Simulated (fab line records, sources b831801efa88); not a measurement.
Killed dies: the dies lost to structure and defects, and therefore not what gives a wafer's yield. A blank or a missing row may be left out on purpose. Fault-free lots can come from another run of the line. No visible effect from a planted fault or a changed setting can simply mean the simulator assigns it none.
Which of the tools did it? -- flow sky130 -- 6 lots with 18 wafers sampled at 3 steps, on a route of 708 steps

## WHAT THE GAUGES SHOWED, per wafer
SKY_VIA4_THK_MEAS_01.
lot,measured,on,VIA4_HDPCVD_THK (nm)
L929,day 42 10:04,filmMetro-01,1783 1775 1763
L933,day 43 17:11,filmMetro-03,1691 1672 1741
L935,day 44 01:41,filmMetro-03,1697 1745 1743
L941,day 45 03:46,filmMetro-03,2621 2633 2600
L944,day 45 22:50,filmMetro-01,1764 1749 1761
L949,day 47 09:44,filmMetro-02,1764 1744 1748

## EACH LOT AND THE TOOL THAT RAN IT (in order: tool; ch and the chambers of the sampled wafers; start)
lot,SKY_METAL4_SPUTTER_00,SKY_VIA4_HDPCVD_00
L929,"pvdSputter-02, day 40 08:29","hdpcvd-01 ch 0,1,2, day 42 09:53"
L933,"pvdSputter-03, day 41 16:42","hdpcvd-02 ch 0,1, day 43 17:00"
L935,"pvdSputter-04, day 42 01:30","hdpcvd-02 ch 0,2, day 44 01:30"
L941,"pvdSputter-02, day 43 05:08","hdpcvd-01 ch 0,1,2, day 45 03:34"
L944,"pvdSputter-04, day 44 00:51","hdpcvd-02 ch 1,2, day 45 22:38"
L949,"pvdSputter-02, day 45 13:55","hdpcvd-02 ch 0,1,2, day 47 09:34"
- SKY_METAL4_SPUTTER_00: material Ti, target thk 15 nm, time 10 s.
- SKY_VIA4_HDPCVD_00: deposits SiO2, target thk 1750 nm, time 291.7 s.

## THE ANSWER, worked out from the rows above alone
Rule: what is usual is taken from the lots themselves. The widest of any qualifying gaps counts: lots, ordered by their means at a reading, are off when they make up no more than a third of the lots, leave a main group of 4 or more, and stand apart from it by 3 or more times the standard deviation of that group's means. A main group whose means are all the same, to the digits that the tables above print for the reading, isn't used. A lot without any number at a reading at which 4 lots or more have one is off too. Any other lot the step has rows for is counted as sound.
Off: L941, at SKY_VIA4_THK_MEAS_01 (VIA4_HDPCVD_THK). Main group: mean 1743 nm, sd 25.
A tool fits if, at a process step before that reading, it ran every lot that is off, and no sound lot after the first of them. Gauges at SKY_VIA4_THK_MEAS_01: tried the same way as those tools. Can't be told from this: 2 tools fit, hdpcvd-01 at SKY_VIA4_HDPCVD_00, filmMetro-03 at SKY_VIA4_THK_MEAS_01.

## WHAT WAS PUT IN BY THE SIMULATOR
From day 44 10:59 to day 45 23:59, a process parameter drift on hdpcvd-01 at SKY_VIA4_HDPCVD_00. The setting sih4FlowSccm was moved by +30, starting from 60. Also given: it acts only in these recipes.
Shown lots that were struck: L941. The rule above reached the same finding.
